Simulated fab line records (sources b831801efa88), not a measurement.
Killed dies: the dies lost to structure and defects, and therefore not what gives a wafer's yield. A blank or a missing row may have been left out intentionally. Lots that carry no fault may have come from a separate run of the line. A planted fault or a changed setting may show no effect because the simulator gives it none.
The tool behind it: which one? + flow gf180mcu + at 1 step of a route of 602, 6 lots with 18 wafers sampled

== WHAT THE GAUGES SHOWED, per wafer ==
GF_NSD_TW_MEAS_12.
| lot  | measured     | on            | NSD_TW         |
|------|--------------|---------------|----------------|
| L759 | day 14 01:37 | film metro-02 | 4301 4294 4300 |
| L761 | day 14 19:13 | film metro-02 | 4312 4319 4290 |
| L764 | day 16 02:05 | film metro-02 | 4333 4323 4322 |
| L767 | day 17 02:27 | film metro-04 | 4306 4293 4305 |
| L770 | day 18 02:22 | film metro-04 | 4299 4309 4284 |
| L778 | day 21 03:04 | film metro-04 | 4297 4287 4276 |

== WHICH TOOL RAN EACH LOT (tool, then ch and the chambers of the sampled wafers, then the start) ==
The record holds no process step before these readings.

== THE ANSWER, worked out from the rows above alone ==
Rule: the lots themselves supply what counts as usual. The widest of any qualifying gaps counts: lots, ordered by their means at a reading, are off when they make up no more than a third of the lots, leave a main group of 4 or more, and stand apart from it by 3 or more times the standard deviation of that group's means. A main group whose means are all the same, to the digits that the tables above print for the reading, isn't used. Also off: a lot with no number at a reading for which 4 or more lots have one. Where the step has rows for the other lots, those lots are counted as sound.
Nothing can be told from this: no lot is off at any reading shown.

== WHAT THE SIMULATOR PUT IN ==
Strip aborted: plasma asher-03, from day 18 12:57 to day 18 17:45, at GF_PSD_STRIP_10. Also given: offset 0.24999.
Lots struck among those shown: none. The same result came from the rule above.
